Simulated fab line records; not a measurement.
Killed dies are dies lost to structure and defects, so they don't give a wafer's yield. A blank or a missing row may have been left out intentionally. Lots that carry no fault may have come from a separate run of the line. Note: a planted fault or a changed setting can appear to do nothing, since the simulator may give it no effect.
Which of the tools did it? / flow gf180mcu / 18 wafers from 6 lots sampled at 2 of the route's 602 steps

WHAT THE GAUGES READ, wafer by wafer
GF_VT_IMPLANT_TW_MEAS_21.
lot=L468; measured=day 6 13:39; on=filmMetro-04; VT_IMPLANT_2_TW=1249 1243 1246
lot=L472; measured=day 7 11:03; on=filmMetro-01; VT_IMPLANT_2_TW=1229 1227 1224
lot=L475; measured=day 8 05:37; on=filmMetro-04; VT_IMPLANT_2_TW=1252 1246 1241
lot=L480; measured=day 9 14:53; on=filmMetro-04; VT_IMPLANT_2_TW=1246 1253 1257
lot=L484; measured=day 10 20:52; on=filmMetro-01; VT_IMPLANT_2_TW=1180 1179 1149 1183 1184 1155
lot=L486; measured=day 11 06:15; on=filmMetro-02; VT_IMPLANT_2_TW=1114 1208 1184 1112 1219 1180

TOOL THAT RAN EACH LOT (tool first, then ch and the chambers of the sampled wafers, then the start)
lot=L468; GF_VT_IMPLANT_IMPLANT_19=implanter-02 ch 0, day 6 13:25
lot=L472; GF_VT_IMPLANT_IMPLANT_19=implanter-04 ch 0, day 7 10:50
lot=L475; GF_VT_IMPLANT_IMPLANT_19=implanter-02 ch 0, day 8 05:22
lot=L480; GF_VT_IMPLANT_IMPLANT_19=implanter-03 ch 0, day 9 14:38
lot=L484; GF_VT_IMPLANT_IMPLANT_19=implanter-02 ch 0, day 10 20:38
lot=L486; GF_VT_IMPLANT_IMPLANT_19=implanter-02 ch 0, day 11 06:02
- GF_VT_IMPLANT_IMPLANT_19

THE ANSWER, worked out from the rows above alone
Rule: what is usual is taken from the lots themselves. The widest of any qualifying gaps counts: lots, ordered by their means at a reading, are off when they make up no more than a third of the lots, leave a main group of 4 or more, and stand apart from it by 3 or more times the standard deviation of that group's means. A main group whose means are all the same, to the digits that the tables above print for the reading, isn't used. Also off: a lot with no number at a reading for which 4 or more lots have one. Where the step has rows for the other lots, those lots are counted as sound.
Off: L484, L486, seen at GF_VT_IMPLANT_TW_MEAS_21 (VT_IMPLANT_2_TW). The main group has a mean of 1243 with a standard deviation of 9.6.
If a tool, at a process step before that reading, ran all the lots that are off and no sound lot after the first of them, it fits. Those tools and the gauges at GF_VT_IMPLANT_TW_MEAS_21 are tried in the same way. One candidate fits, namely implanter-02 at GF_VT_IMPLANT_IMPLANT_19. Its last sound lot is L475 (day 8 05:22), its first lot that is off L484 (day 10 20:38): a fault that began between those two fits.

WHAT THE SIMULATOR HAD INSERTED
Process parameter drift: implanter-02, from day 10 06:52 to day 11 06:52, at GF_VT_IMPLANT_IMPLANT_19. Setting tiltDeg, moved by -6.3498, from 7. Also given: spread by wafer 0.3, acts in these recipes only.
Shown lots that were struck: L484, L486. The rule given above showed the same thing.
